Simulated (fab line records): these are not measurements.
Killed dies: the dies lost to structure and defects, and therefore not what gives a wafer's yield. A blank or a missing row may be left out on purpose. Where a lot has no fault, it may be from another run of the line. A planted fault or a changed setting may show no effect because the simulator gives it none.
Which tool was responsible? + flow sky130 + route of 708 steps, sampled at 1 step: 12 lots, 36 wafers

## WHAT THE GAUGES SHOWED, per wafer
SKY_FIELD_ISO_THK_MEAS_25.
| lot  | measured    | on            | FIELD_ISO_CVD_24_THK (nm) |
|------|-------------|---------------|---------------------------|
| L075 | day 2 14:37 | film-metro-02 | 602 595 599               |
| L077 | day 2 23:56 | film-metro-04 | 585 593 591               |
| L079 | day 3 09:39 | film-metro-01 | 592 596 591               |
| L081 | day 3 18:19 | film-metro-01 | 599 594 594               |
| L083 | day 4 06:17 | film-metro-02 | 593 592 591               |
| L085 | day 4 17:08 | film-metro-02 | 597 596 595               |
| L087 | day 5 05:38 | film-metro-02 | 586 584 585               |
| L089 | day 5 15:42 | film-metro-01 | 593 590 592               |
| L091 | day 5 23:08 | film-metro-02 | 598 600 595               |
| L093 | day 6 09:38 | film-metro-01 | 595 596 595               |
| L095 | day 6 22:07 | film-metro-01 | 608 594 595               |
| L097 | day 7 09:03 | film-metro-02 | 593 599 591               |

## WHICH TOOL RAN EACH LOT (tool, then ch and the chambers of the sampled wafers, then the start)
The record holds no process step before these readings.

## THE ANSWER, worked out from the rows above alone
Rule: the lots themselves supply what counts as usual. Put in order of their means at a reading, lots are off if they are a third of the lots or fewer, leave a main group of 4 or more, and stand apart from it by a gap of 3 or more times the standard deviation of the main group's means; of several such gaps the widest counts. A main group whose means are all the same, to the digits that the tables above print for the reading, isn't used. Also off: a lot with no number at a reading for which 4 or more lots have one. Where the step has rows for the other lots, those lots are counted as sound.
None of the lots is off at any reading shown; this tells nothing.

## WHAT THE SIMULATOR HAD INSERTED
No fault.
